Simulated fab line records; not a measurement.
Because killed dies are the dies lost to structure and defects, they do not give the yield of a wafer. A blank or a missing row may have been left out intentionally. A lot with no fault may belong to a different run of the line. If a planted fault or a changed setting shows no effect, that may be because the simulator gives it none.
Which of the tools did it? | flow gf180mcu | 11 lots with 33 wafers sampled at 3 steps, on a route of 602 steps

WHAT EACH GAUGE READ, for each wafer
GF_CONTACT_RS_MEAS_25: measurement is done with a four-point probe.
lot  | measured     | on           | CONTACT_W_RS (ohm/sq)
L565 | day 16 14:23 | filmMetro-03 | 0.383 0.375 0.374
L566 | day 16 18:53 | filmMetro-04 | 0.382 0.383 0.381
L567 | day 17 04:04 | filmMetro-03 | 0.387 0.383 0.385
L568 | day 18 02:28 | filmMetro-02 | 0.387 0.385 0.389
L575 | day 20 11:56 | filmMetro-03 | 1.485 0.384 0.384
L579 | day 22 04:02 | filmMetro-02 | 0.389 0.387 0.389
L581 | day 22 11:36 | filmMetro-02 | 0.381 0.382 0.379
L582 | day 22 18:50 | filmMetro-03 | 0.385 0.390 0.383
L583 | day 23 04:13 | filmMetro-02 | 0.377 0.380 0.378
L584 | day 23 10:19 | filmMetro-04 | 0.385 0.385 0.384
L587 | day 24 04:52 | filmMetro-02 | 0.386 0.385 0.382

WHICH TOOL RAN EACH LOT (tool, then ch and the chambers of the sampled wafers, then the start)
lot  | GF_CONTACT_STRIP_18                 | GF_CONTACT_CVD_24
L565 | plasmaAsher-04 ch 0,1, day 16 13:53 | cvdW-01 ch 0,1, day 16 14:17
L566 | plasmaAsher-02 ch 0,1, day 16 18:22 | cvdW-02 ch 0,1, day 16 18:47
L567 | plasmaAsher-04 ch 1, day 17 03:34   | cvdW-01 ch 1, day 17 03:58
L568 | plasmaAsher-02 ch 0,1, day 18 01:51 | cvdW-02 ch 1, day 18 02:17
L575 | plasmaAsher-01 ch 0,1, day 20 11:25 | cvdW-01 ch 0,1, day 20 11:50
L579 | plasmaAsher-02 ch 0,1, day 22 03:32 | cvdW-02 ch 0,1, day 22 03:55
L581 | plasmaAsher-02 ch 0,1, day 22 10:59 | cvdW-02 ch 0,1, day 22 11:29
L582 | plasmaAsher-04 ch 0,1, day 22 18:19 | cvdW-01 ch 0,1, day 22 18:44
L583 | plasmaAsher-04 ch 0,1, day 23 03:37 | cvdW-01 ch 0,1, day 23 04:07
L584 | plasmaAsher-01 ch 0,1, day 23 09:48 | cvdW-01 ch 0,1, day 23 10:13
L587 | plasmaAsher-02 ch 0,1, day 24 04:20 | cvdW-01 ch 0,1, day 24 04:46
- GF_CONTACT_STRIP_18: strips in O2/N2.
- GF_CONTACT_CVD_24: deposits W, target thk 300 nm, time 90.339 s.

THE ANSWER, worked out from the rows above alone
Rule: the lots themselves supply what counts as usual. The widest of any qualifying gaps counts: lots, ordered by their means at a reading, are off when they make up no more than a third of the lots, leave a main group of 4 or more, and stand apart from it by 3 or more times the standard deviation of that group's means. If all means in a main group match to the digits the tables above print for the reading, that group is not used. Also off: a lot with no number at a reading for which 4 or more lots have one. Any other lot the step has rows for is counted as sound.
Off: L575, seen at GF_CONTACT_RS_MEAS_25 (CONTACT_W_RS). The main group: mean 0.383 ohm/sq, standard deviation 0.0035.
A tool fits if, at a process step before that reading, it ran every lot that is off, and no sound lot after the first of them. The gauges at GF_CONTACT_RS_MEAS_25 are tried like those tools. Not one of the candidates tried fits.

WHAT THE SIMULATOR HAD INSERTED
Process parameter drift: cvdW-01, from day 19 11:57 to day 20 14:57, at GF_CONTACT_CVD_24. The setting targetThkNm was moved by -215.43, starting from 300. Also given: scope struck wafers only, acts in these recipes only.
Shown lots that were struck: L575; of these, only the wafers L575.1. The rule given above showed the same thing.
